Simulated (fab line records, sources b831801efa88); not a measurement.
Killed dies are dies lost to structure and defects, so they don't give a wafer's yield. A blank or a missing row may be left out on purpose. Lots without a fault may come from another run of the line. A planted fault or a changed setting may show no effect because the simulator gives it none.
fab line records | flow gf180mcu
record lots=14 wafers=42 last_day=34
route steps=602 shown V1@361 M2@364 M3@410
lots that met no fault: from a run of the same line without faults
start_h: hours from the record's first day to the start of the lot's first wafer shown | wait_h: hours since the lot's step before | " the same as in the row above | L1.1+2: a row that stands for several wafers | - no value, or no start given | * or withheld: withheld | < > ~ a bound
route shown NAME@n: a module of which the file shows steps, and the number in the route of the first | usual: mean/standard deviation of fault-free wafers | same: alike in all rows | chamber/n: place in a boat | sites: the reading at each site | _std_site: their standard deviation | _edge_site: outer sites' mean less inner sites' | radius_mm: how far each site lies from the wafer's centre | mask NAME#n: copy n | behind: the tool/chamber that last shaped the wafer | hold: why the lot was held/for how many hours/how that ended | device: the transistor (n, p or np) that didn't switch | end of line: the same wafers' tests at the end of the route | a step without rows: its recipe alone | killed: dies lost to structure and defects at the first sort, not the wafer's yield | map: a wafer's dies, x killed, . not, _ none there
set.NAME: the setting as run; set.NAME@STEP: as run at that earlier step | model.NAME: the simulator's own value behind a step, which no gauge read
steps of the route over a sample of lots; a table a step, a row a wafer
services: from which hour (start_h, from the record's first day; less than 0 if before it) a tool's chamber was out of use, for how many hours, and why
## steps
# step GF_V1_CMP_26
# recipe stop_on=SiO2 down_force_psi=3.5 platen_rpm=60 t_overpolish_s=15.68 target_thk_nm=0 pad_velocity_m_s=0.94248
# usual edge_zone_pressure_frac=1.001/0.0047 head_pressure_psi=3.500/0.0085 motor_current_A=11.3/1.1 overpolish_run_s=15.679/0.0095 time_to_endpoint_s=85/3.9
# columns lot.wafer tool chamber start_h wait_h edge_zone_pressure_frac head_pressure_psi motor_current_A overpolish_run_s time_to_endpoint_s
L546.3 cmp-01 2 427.20 0.1 1.002 3.505 10.2 15.685 86
L546.2 " 3 " " 1.001 3.511 10.9 15.687 85
L546.4 " 0 " " 0.997 3.504 13.2 15.688 83
L547.4 cmp-01 1 427.67 0.0 1.005 3.478 10.9 15.693 84
L547.1 " 2 " " 0.996 3.502 10.2 15.678 89
L547.2 " 3 " " 1.005 3.507 11.2 15.681 84
L548.2 cmp-02 2 435.46 0.1 0.997 3.494 13.2 15.674 88
L548.1 " 0 " " 1.001 3.489 11.5 15.681 86
L548.6 " 1 " " 1.012 3.484 10.3 15.678 90
L549.2 cmp-01 3 442.37 0.0 1.004 3.503 11.3 15.689 86
L549.1 " 0 " " 0.996 3.510 12.1 15.669 82
L549.3 " 1 " " 1.006 3.498 10.6 15.668 84
L551.3 cmp-01 3 469.51 0.0 0.994 3.499 11.5 15.677 83
L551.6 " 3 " " 1.003 3.492 11.3 15.667 87
L551.5 " 0 " " 0.999 3.478 12.8 15.684 83
L557.4 cmp-01 2 523.51 0.1 - - - - -
L557.2 " 3 " " - - - - -
L557.6 " 1 " " - - - - -
L558.4 cmp-02 2 526.62 0.0 - - - - -
L558.1 " 0 " " - - - - -
L558.6 " 2 " " - - - - -
L562.4 cmp-01 3 562.45 0.2 1.001 3.503 11.1 15.671 85
L562.3 " 0 " " 1.003 3.509 13.0 15.670 87
L562.2 " 2 " " 1.001 3.512 9.9 15.697 88
L564.4 cmp-02 0 575.30 0.3 0.996 3.496 12.0 15.686 84
L564.3 " 2 " " 0.999 3.488 13.4 15.694 84
L564.5 " 0 " " 1.001 3.494 11.7 15.681 83
L565.2 cmp-01 0 582.30 0.2 1.006 3.487 12.9 15.672 84
L565.6 " 1 " " 0.997 3.507 10.8 15.686 87
L565.5 " 2 " " 1.004 3.508 10.1 15.677 89
L566.3 cmp-02 0 591.03 0.0 0.992 3.492 11.3 15.688 80
L566.1 " 1 " " 1.000 3.511 10.9 15.681 83
L566.4 " 2 " " 0.996 3.504 14.3 15.682 82
L567.3 cmp-01 3 595.47 0.0 1.001 3.488 11.5 15.699 81
L567.4 " 0 " " 1.006 3.490 12.9 15.662 80
L567.1 " 2 " " 0.990 3.494 10.0 15.676 82
L568.1 cmp-01 2 598.56 0.1 0.994 3.501 10.5 15.661 88
L568.3 " 3 " " 1.002 3.505 11.2 15.678 81
L568.6 " 2 " " 0.999 3.500 10.5 15.670 86
L569.1 cmp-01 2 607.19 0.1 1.002 3.515 10.4 15.675 89
L569.2 " 3 " " 1.002 3.498 10.9 15.695 86
L569.6 " 3 " " 1.006 3.499 10.9 15.673 86
# step GF_M2_SPUTTER_02
# recipe material=AlCu target_thk_nm=450 power_w=10600 time_s=23.9 chamber_pressure_pa=0.4
# usual throttle_valve_pct=30.1/0.83
# columns lot.wafer tool chamber start_h wait_h throttle_valve_pct
L546.2 pvd_sputter-03 - 427.58 0.0 29.3
L546.3 " - " " 29.9
L546.4 " - " " 31.0
L547.1 pvd_sputter-01 - 428.10 0.0 30.6
L547.2 " - " " 31.8
L547.4 " - " " 31.0
L548.1 pvd_sputter-02 - 435.84 0.0 30.6
L548.2 " - " " 28.5
L548.6 " - " " 30.3
L549.1 pvd_sputter-03 - 442.80 0.0 31.0
L549.2 " - " " 30.1
L549.3 " - " " 29.3
L551.3 pvd_sputter-02 - 469.94 0.0 30.6
L551.5 " - " " 29.7
L551.6 " - " " 30.2
L562.2 pvd_sputter-01 - 562.88 0.0 30.5
L562.3 " - " " 31.6
L562.4 " - " " 31.2
L564.3 pvd_sputter-02 - 575.68 0.0 30.5
L564.4 " - " " 28.5
L564.5 " - " " 30.7
L565.2 pvd_sputter-03 - 582.58 0.0 31.0
L565.5 " - " " 29.4
L565.6 " - " " 31.2
L566.1 pvd_sputter-02 - 591.46 0.0 28.6
L566.3 " - " " 30.6
L566.4 " - " " 28.5
L567.1 pvd_sputter-01 - 595.90 0.0 30.6
L567.3 " - " " 31.7
L567.4 " - " " 30.1
L568.1 pvd_sputter-03 - 599.00 0.0 29.9
L568.3 " - " " 29.1
L568.6 " - " " 29.8
L569.1 pvd_sputter-02 - 607.62 0.0 28.3
L569.2 " - " " 30.0
L569.6 " - " " 30.2
# step GF_M3_SPUTTER_01
# recipe material=TiN target_thk_nm=30 power_w=6500 time_s=25 chamber_pressure_pa=0.4
# usual throttle_valve_pct=30.0/0.83
# columns lot.wafer tool chamber start_h wait_h throttle_valve_pct
L546.2 pvd_sputter-03 - 480.65 0.1 29.2
L546.3 " - " " 30.0
L546.4 " - " " 29.5
L547.1 pvd_sputter-04 - 481.27 0.1 28.7
L547.2 " - " " 29.9
L547.4 " - " " 31.3
L548.1 pvd_sputter-04 - 487.12 0.1 30.2
L548.2 " - " " 28.7
L548.6 " - " " 30.5
L549.1 pvd_sputter-02 - 494.30 0.1 30.1
L549.2 " - " " 29.6
L549.3 " - " " 30.6
L551.3 pvd_sputter-03 - 520.89 0.1 30.1
L551.5 " - " " 29.9
L551.6 " - " " 29.1
L562.2 pvd_sputter-04 - 608.24 0.1 30.0
L562.3 " - " " 31.4
L562.4 " - " " 29.0
L564.3 pvd_sputter-03 - 621.46 0.1 29.7
L564.4 " - " " 29.9
L564.5 " - " " 31.3
L565.2 pvd_sputter-03 - 627.19 0.1 29.8
L565.5 " - " " 29.2
L565.6 " - " " 29.5
L566.1 pvd_sputter-04 - 635.54 0.1 30.0
L566.3 " - " " 31.3
L566.4 " - " " 28.7
L567.1 pvd_sputter-02 - 640.57 0.1 30.8
L567.3 " - " " 29.6
L567.4 " - " " 28.3
L568.1 pvd_sputter-03 - 643.33 0.1 29.7
L568.3 " - " " 29.2
L568.6 " - " " 29.3
L569.1 pvd_sputter-04 - 651.08 0.1 30.4
L569.2 " - " " 31.4
L569.6 " - " " 31.1
# step GF_M3_METAL_ETCH_16
# recipe chemistry=Cl2/BCl3 mask_material=KrF target_depth_nm=627.5 stop_on=SiO2 pressure_mtorr=8 icp_w=800 bias_w=140 Cl2_flow_sccm=80 bcl3_flow_sccm=40 time_s=104.6
# usual drypump_motor_current_A=5.7/0.41 oes_product_au=0.971/0.0061 throttle_valve_pct=28.250/0.0096
# columns lot.wafer tool chamber start_h wait_h drypump_motor_current_A oes_product_au rf_hours_counter_h throttle_valve_pct
L546.2 rie_metal-01 1 505.11 0.0 6.0 0.984 11 28.254
L546.3 " 0 " " 6.0 0.968 - 28.236
L546.4 " 1 " " 6.0 0.968 - 28.248
L547.1 rie_metal-02 1 505.67 0.0 5.8 0.971 1 28.277
L547.2 " 0 " " 5.7 0.975 1 28.243
L547.4 " 1 " " 5.8 0.978 - 28.244
L548.1 rie_metal-04 1 510.70 0.0 4.8 0.974 13 28.255
L548.2 " 0 " " 6.0 0.975 7 28.256
L548.6 " 0 " " 6.0 0.970 - 28.257
L549.1 rie_metal-04 0 517.45 0.0 6.0 0.969 7 28.255
L549.2 " 0 " " 6.0 0.976 - 28.245
L549.3 " 0 " " 6.0 0.964 - 28.258
L551.3 rie_metal-01 0 544.70 0.1 6.0 0.974 - 28.244
L551.5 " 0 " " 6.0 0.977 - 28.243
L551.6 " 0 " " 6.0 0.967 - 28.239
L562.2 rie_metal-04 1 629.47 0.0 4.8 0.978 3 28.236
L562.3 " 1 " " 4.8 0.981 - 28.249
L562.4 " 0 " " 6.0 0.975 - 28.247
L564.3 rie_metal-02 0 642.05 0.1 5.7 0.977 - 28.248
L564.4 " 1 " " 5.8 0.970 - 28.236
L564.5 " 0 " " 5.7 0.967 - 28.247
L565.2 rie_metal-04 0 647.43 0.0 5.9 0.970 11 28.273
L565.5 " 0 " " 6.0 0.965 - 28.239
L565.6 " 1 " " 4.8 0.968 - 28.247
L566.1 rie_metal-04 1 655.45 0.0 4.8 0.976 3 28.247
L566.3 " 0 " " 6.0 0.978 - 28.258
L566.4 " 1 " " 4.8 0.969 - 28.255
L567.1 rie_metal-04 0 660.30 0.0 6.0 0.964 11 28.269
L567.3 " 0 " " 6.0 0.972 - 28.246
L567.4 " 1 " " 4.8 0.965 - 28.245
L568.1 rie_metal-01 0 663.50 0.0 6.0 0.966 11 28.257
L568.3 " 1 " " 6.0 0.978 - 28.237
L568.6 " 1 " " 6.0 0.973 - 28.252
L569.1 rie_metal-04 0 669.99 0.0 6.0 0.967 12 28.243
L569.2 " 1 " " 4.8 0.978 4 28.253
L569.6 " 0 " " 6.0 0.983 - 28.246
## services
# columns tool chamber start_h hours kind
cmp-02 - 404.13 4.0 pm
cmp-02 - 412.29 1.5 repair
rie_metal-04 0 424.70 13.4 repair
rie_metal-01 - 437.64 15.6 pm
cmp-01 - 445.80 5.2 pm
cmp-02 - 452.74 1.4 repair
cmp-01 - 453.23 1.7 repair
pvd_sputter-02 - 479.58 3.5 repair
pvd_sputter-03 - 485.97 0.5 repair
pvd_sputter-02 - 500.48 1.1 repair
cmp-02 - 500.90 5.3 pm
pvd_sputter-02 - 506.28 4.6 repair
cmp-02 - 506.98 11.1 repair
pvd_sputter-01 - 521.48 38.2 repair
cmp-01 - 553.75 0.6 repair
cmp-02 - 557.88 10.2 repair
cmp-01 - 573.41 4.0 pm
cmp-02 - 580.02 5.0 pm
pvd_sputter-01 - 606.38 8.8 repair
rie_metal-01 0 608.20 21.7 repair
rie_metal-04 - 615.38 1.4 pm
rie_metal-04 - 616.78 2.8 pm
pvd_sputter-03 - 634.71 5.6 repair
cmp-02 - 654.40 2.6 repair
## key
first_sign step=GF_V1_CMP_26 reading=tool_record direction=missing
effect none on later readings
met_at GF_V1_CMP_26
struck_lots L557,L558
later_rows_left_out L557.2,L557.4,L557.6,L558.1,L558.4,L558.6
sort_left_out L557.2,L557.4,L557.6,L558.1,L558.4,L558.6
not_acting_at GF_M2_SPUTTER_02,GF_M3_SPUTTER_01,GF_M3_METAL_ETCH_16
onset_between 469.51 523.51
fault kind=skipped_step_whole tool=cmp-01,cmp-02 chamber=- onset_h=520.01 steps=GF_V1_CMP_26 scope=struck_lots_only
# sort_left_out: the simulated sort isn't trusted on such a fault, so these wafers' sort isn't shown, and their yield isn't known
# later_rows_left_out: the simulator's readings of these wafers behind a module that went badly wrong aren't trusted and aren't shown, but for the sort
